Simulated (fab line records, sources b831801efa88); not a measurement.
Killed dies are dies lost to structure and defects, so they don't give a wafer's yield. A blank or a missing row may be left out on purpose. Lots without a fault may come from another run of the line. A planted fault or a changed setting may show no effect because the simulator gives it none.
fab line records | flow gf180mcu
record lots=13 wafers=39 last_day=34
route steps=602 shown MVPSD@82 VT_IMPLANT@133 CONTACT@289 M1@318
lots that met no fault: from a run of the same line without faults
start_h: hours from the record's first day to the start of the lot's first wafer shown | wait_h: hours since the lot's step before | " the same as in the row above | L1.1+2: a row that stands for several wafers | - no value, or no start given | * or withheld: withheld | < > ~ a bound
route shown NAME@n: a module of which the file shows steps, and the number in the route of the first | usual: mean/standard deviation of fault-free wafers | same: alike in all rows | chamber/n: place in a boat | sites: the reading at each site | _std_site: their standard deviation | _edge_site: outer sites' mean less inner sites' | radius_mm: how far each site lies from the wafer's centre | mask NAME#n: copy n | behind: the tool/chamber that last shaped the wafer | hold: why the lot was held/for how many hours/how that ended | device: the transistor (n, p or np) that didn't switch | end of line: the same wafers' tests at the end of the route | a step without rows: its recipe alone | killed: dies lost to structure and defects at the first sort, not the wafer's yield | map: a wafer's dies, x killed, . not, _ none there
set.NAME: the setting as run; set.NAME@STEP: as run at that earlier step | model.NAME: the simulator's own value behind a step, which no gauge read
steps of the route over a sample of lots; a table a step, a row a wafer
services: from which hour (start_h, from the record's first day; less than 0 if before it) a tool's chamber was out of use, for how many hours, and why
## steps
# step GF_MVPSD_EXPOSE_04
# recipe mask_id=MVPSD target_cd_nm=1000 na=0.6 source_shape=conventional sigma_outer=0.6 dose_mj=260
# columns lot.wafer tool chamber start_h wait_h mask
L625.3+5+6 iline_stepper-02 0 90.20 - MVPSD#0
L626.1+2+5 iline_stepper-01 0 98.99 - MVPSD#0
L627.2+4+5 iline_stepper-01 0 103.14 - MVPSD#0
L628.3+5+6 iline_stepper-01 0 108.68 - MVPSD#0
L629.2+3+4 iline_stepper-02 0 115.63 - MVPSD#0
L631.1+4+5 iline_stepper-01 0 125.72 - MVPSD#0
L633.1+2+3 iline_stepper-01 0 137.70 - MVPSD#0
L635.1+2+3 iline_stepper-02 0 149.01 - MVPSD#0
L637.4+5+6 iline_stepper-01 0 161.56 - LVPWELL#0
L641.1+3+6 iline_stepper-01 0 183.29 - MVPSD#0
L646.1+3+6 iline_stepper-01 0 213.81 - MVPSD#0
L648.1+2+4 iline_stepper-01 0 226.39 - MVPSD#0
L647.1+2+5 iline_stepper-01 0 226.91 - MVPSD#0
# step GF_MVPSD_OVL_MEAS_07
# usual MVPSD_OVL=-0.8/1.3
# columns lot.wafer tool chamber start_h wait_h MVPSD_OVL[nm]
L625.3 overlay-02 - 97.10 - 0.7
L625.5 " - " " -1.1
L625.6 " - " " -0.4
L626.1 overlay-02 - 106.07 - -2.7
L626.2 " - " " -1.3
L626.5 " - " " -1.9
L627.2 overlay-02 - 110.98 - 0.5
L627.4 " - " " -2.5
L627.5 " - " " -2.3
L628.3 overlay-01 - 115.85 - 0.8
L628.5 " - " " -0.4
L628.6 " - " " -0.6
L629.2 overlay-01 - 122.44 - -0.9
L629.3 " - " " -0.9
L629.4 " - " " -1.1
L631.1 overlay-02 - 133.24 - 0.6
L631.4 " - " " -1.6
L631.5 " - " " 0.4
L633.1 overlay-02 - 145.49 - -0.1
L633.2 " - " " 0.2
L633.3 " - " " 0.0
L635.1 overlay-01 - 156.17 - 1.0
L635.2 " - " " 0.5
L635.3 " - " " -0.6
L637.4 overlay-02 - 169.34 - -
L637.5 " - " " -
L637.6 " - " " -
L641.1 overlay-02 - 191.62 - -0.4
L641.3 " - " " -2.2
L641.6 " - " " 0.3
L646.1 overlay-02 - 222.22 - -2.0
L646.3 " - " " -2.7
L646.6 " - " " -2.5
L648.1 overlay-01 - 235.12 - -2.5
L648.2 " - " " -0.7
L648.4 " - " " -0.8
L647.1 overlay-01 - 235.62 - -2.5
L647.2 " - " " -2.3
L647.5 " - " " -0.6
# step GF_MVPSD_TW_MEAS_11
# usual MVPSD_TW=562/5.5
# columns lot.wafer tool chamber start_h wait_h MVPSD_TW
L625.3 film_metro-01 - 97.54 0.1 570
L625.5 " - " " 569
L625.6 " - " " 569
L626.1 film_metro-03 - 106.51 0.1 562
L626.2 " - " " 562
L626.5 " - " " 563
L627.2 film_metro-03 - 111.42 0.1 564
L627.4 " - " " 563
L627.5 " - " " 566
L628.3 film_metro-04 - 116.29 0.1 552
L628.5 " - " " 555
L628.6 " - " " 557
L629.2 film_metro-01 - 122.88 0.1 557
L629.3 " - " " 560
L629.4 " - " " 561
L631.1 film_metro-04 - 133.67 0.1 552
L631.4 " - " " 551
L631.5 " - " " 550
L633.1 film_metro-03 - 145.92 0.1 568
L633.2 " - " " 566
L633.3 " - " " 569
L635.1 film_metro-01 - 156.61 0.1 561
L635.2 " - " " 567
L635.3 " - " " 564
L637.4 film_metro-01 - 169.79 0.1 30
L637.5 " - " " 30
L637.6 " - " " 30
L641.1 film_metro-01 - 192.06 0.1 567
L641.3 " - " " 560
L641.6 " - " " 563
L646.1 film_metro-03 - 222.65 0.1 563
L646.3 " - " " 565
L646.6 " - " " 562
L648.1 film_metro-01 - 235.56 0.1 564
L648.2 " - " " 560
L648.4 " - " " 562
L647.1 film_metro-04 - 236.05 0.1 552
L647.2 " - " " 552
L647.5 " - " " 556
# step GF_VT_IMPLANT_TW_MEAS_43
# usual VT_IMPLANT_4_TW=701/8.4
# columns lot.wafer tool chamber start_h wait_h VT_IMPLANT_4_TW
L625.3 film_metro-02 - 158.18 0.1 689
L625.5 " - " " 691
L625.6 " - " " 690
L626.1 film_metro-03 - 168.30 0.1 708
L626.2 " - " " 707
L626.5 " - " " 704
L627.2 film_metro-03 - 174.03 0.1 708
L627.4 " - " " 709
L627.5 " - " " 713
L628.3 film_metro-03 - 178.99 0.1 707
L628.5 " - " " 710
L628.6 " - " " 709
L629.2 film_metro-03 - 186.93 0.1 703
L629.3 " - " " 709
L629.4 " - " " 702
L631.1 film_metro-03 - 199.07 0.1 703
L631.4 " - " " 701
L631.5 " - " " 707
L633.1 film_metro-04 - 210.96 0.1 688
L633.2 " - " " 689
L633.3 " - " " 692
L635.1 film_metro-03 - 224.07 0.1 700
L635.2 " - " " 705
L635.3 " - " " 701
L637.4 film_metro-03 - 237.85 0.1 701
L637.5 " - " " 705
L637.6 " - " " 705
L641.1 film_metro-03 - 262.61 0.1 713
L641.3 " - " " 710
L641.6 " - " " 709
L646.1 film_metro-03 - 297.36 0.1 705
L646.3 " - " " 704
L646.6 " - " " 706
L648.1 film_metro-03 - 312.71 0.1 706
L648.2 " - " " 710
L648.4 " - " " 707
L647.1 film_metro-04 - 313.97 0.1 681
L647.2 " - " " 682
L647.5 " - " " 685
# step GF_CONTACT_CVD_02
# recipe material=SiO2 target_thk_nm=860 precursor=TEOS temp_c=400 time_s=95.992 rf_w=600
# usual heater_power_w=641/93
# columns lot.wafer tool chamber start_h wait_h heater_power_w
L625.3 pecvd-01 1 341.64 0.0 546
L625.5 " 2 " " 657
L625.6 " 0 " " 491
L626.1 pecvd-02 2 353.44 0.1 527
L626.2 " 1 " " 724
L626.5 " 0 " " 517
L627.2 pecvd-04 1 357.90 0.0 721
L627.4 " 1 " " 569
L627.5 " 0 " " 526
L628.3 pecvd-04 1 370.10 0.0 658
L628.5 " 2 " " 809
L628.6 " 1 " " 685
L629.2 pecvd-01 0 384.10 0.0 641
L629.3 " 2 " " 831
L629.4 " 2 " " 669
L631.1 pecvd-04 1 399.82 0.1 716
L631.4 " 2 " " 633
L631.5 " 0 " " 525
L633.1 pecvd-01 2 411.91 0.1 714
L633.2 " 0 " " 509
L633.3 " 1 " " 490
L635.1 pecvd-01 0 427.46 0.1 509
L635.2 " 2 " " 695
L635.3 " 1 " " 485
L637.4 pecvd-02 0 450.93 0.1 651
L637.5 " 2 " " 595
L637.6 " 1 " " 789
L641.1 pecvd-04 0 478.40 0.1 636
L641.3 " 2 " " 678
L641.6 " 2 " " 728
L646.1 pecvd-04 1 519.91 0.1 706
L646.3 " 2 " " 683
L646.6 " 1 " " 566
L647.1 pecvd-02 1 539.80 0.1 740
L647.2 " 2 " " 515
L647.5 " 1 " " 786
L648.1 pecvd-02 1 543.01 0.1 684
L648.2 " 0 " " 602
L648.4 " 2 " " 566
# step GF_M1_SPUTTER_03
# recipe material=Ti target_thk_nm=10 substrate_temp_c=300 chamber_pressure_pa=0.3 power_w=3000 time_s=6.7
# usual throttle_valve_pct=30.2/1.1
# columns lot.wafer tool chamber start_h wait_h throttle_valve_pct
L625.3 pvd_sputter-03 - 365.53 0.0 30.7
L625.5 " - " " 29.6
L625.6 " - " " 29.9
L626.1 pvd_sputter-03 - 377.76 0.0 29.4
L626.2 " - " " 29.6
L626.5 " - " " 30.6
L627.2 pvd_sputter-03 - 382.79 0.0 29.8
L627.4 " - " " 30.8
L627.5 " - " " 29.6
L628.3 pvd_sputter-03 - 394.89 0.0 29.3
L628.5 " - " " 29.6
L628.6 " - " " 30.0
L629.2 pvd_sputter-03 - 409.70 0.0 30.9
L629.3 " - " " 29.5
L629.4 " - " " 30.1
L631.1 pvd_sputter-01 - 425.04 0.0 29.9
L631.4 " - " " 30.4
L631.5 " - " " 30.8
L633.1 pvd_sputter-04 - 437.16 0.0 32.5
L633.2 " - " " 32.2
L633.3 " - " " 27.7
L635.1 pvd_sputter-03 - 453.95 0.0 29.6
L635.2 " - " " 30.6
L635.3 " - " " 29.5
L637.4 pvd_sputter-03 - 477.31 0.0 30.5
L637.5 " - " " 29.7
L637.6 " - " " 30.9
L641.1 pvd_sputter-04 - 503.41 0.0 29.7
L641.3 " - " " 32.3
L641.6 " - " " 29.7
L646.1 pvd_sputter-04 - 545.43 0.0 32.5
L646.3 " - " " 27.7
L646.6 " - " " 32.4
L647.1 pvd_sputter-04 - 564.15 0.0 32.6
L647.2 " - " " 27.8
L647.5 " - " " 28.1
L648.1 pvd_sputter-01 - 567.13 0.0 30.6
L648.2 " - " " 30.4
L648.4 " - " " 30.4
## services
# columns tool chamber start_h hours kind
iline_stepper-01 - 72.96 4.8 repair
pecvd-01 - 134.60 0.9 repair
iline_stepper-01 - 145.43 1.7 pm
pecvd-01 1 151.75 4.9 repair
pecvd-02 0 153.25 7.0 repair
pecvd-04 - 160.62 14.0 pm
pecvd-01 - 176.52 1.3 repair
iline_stepper-01 - 202.49 8.5 repair
pecvd-04 - 233.49 0.4 repair
pvd_sputter-04 - 245.43 1.3 repair
pecvd-02 - 274.30 0.9 repair
pecvd-01 0 279.72 7.7 repair
pvd_sputter-03 - 293.09 2.6 repair
iline_stepper-01 - 363.61 1.7 pm
pecvd-02 1 366.22 6.1 repair
pvd_sputter-03 - 412.81 4.5 repair
pecvd-04 - 444.93 2.8 pm
pvd_sputter-03 - 455.78 3.9 repair
pecvd-04 0 458.32 5.2 repair
iline_stepper-01 - 475.03 5.1 repair
pvd_sputter-03 - 494.54 2.9 repair
pecvd-04 - 505.04 0.7 repair
iline_stepper-01 - 531.94 4.4 pm
pvd_sputter-03 - 534.30 2.5 repair
## key
first_sign step=GF_MVPSD_EXPOSE_04 reading=mask direction=changed
effect step=GF_MVPSD_OVL_MEAS_07 reading=MVPSD_OVL direction=missing
effect step=GF_MVPSD_TW_MEAS_11 reading=MVPSD_TW direction=down sigmas=97 usual=562 struck=30
met_at GF_MVPSD_EXPOSE_04
struck_lots L637
sort_left_out L637.4,L637.5,L637.6
tester_left_out L637
not_acting_at GF_VT_IMPLANT_TW_MEAS_43,GF_CONTACT_CVD_02,GF_M1_SPUTTER_03
onset_between 137.70 161.56
fault kind=wrong_mask tool=any chamber=- onset_h=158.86 steps=GF_MVPSD_EXPOSE_04 aux_copy=LVPWELL#0 scope=struck_lots_only
# tester_left_out: of these lots the tester's yield and bins aren't shown, on N5 and GAA mostly nor the transistor test; their killed dies are dies lost to structure and defects alone, not to doping, threshold or leakage, so they don't give the yield
# sort_left_out: the simulated sort isn't trusted on such a fault, so these wafers' sort isn't shown, and their yield isn't known
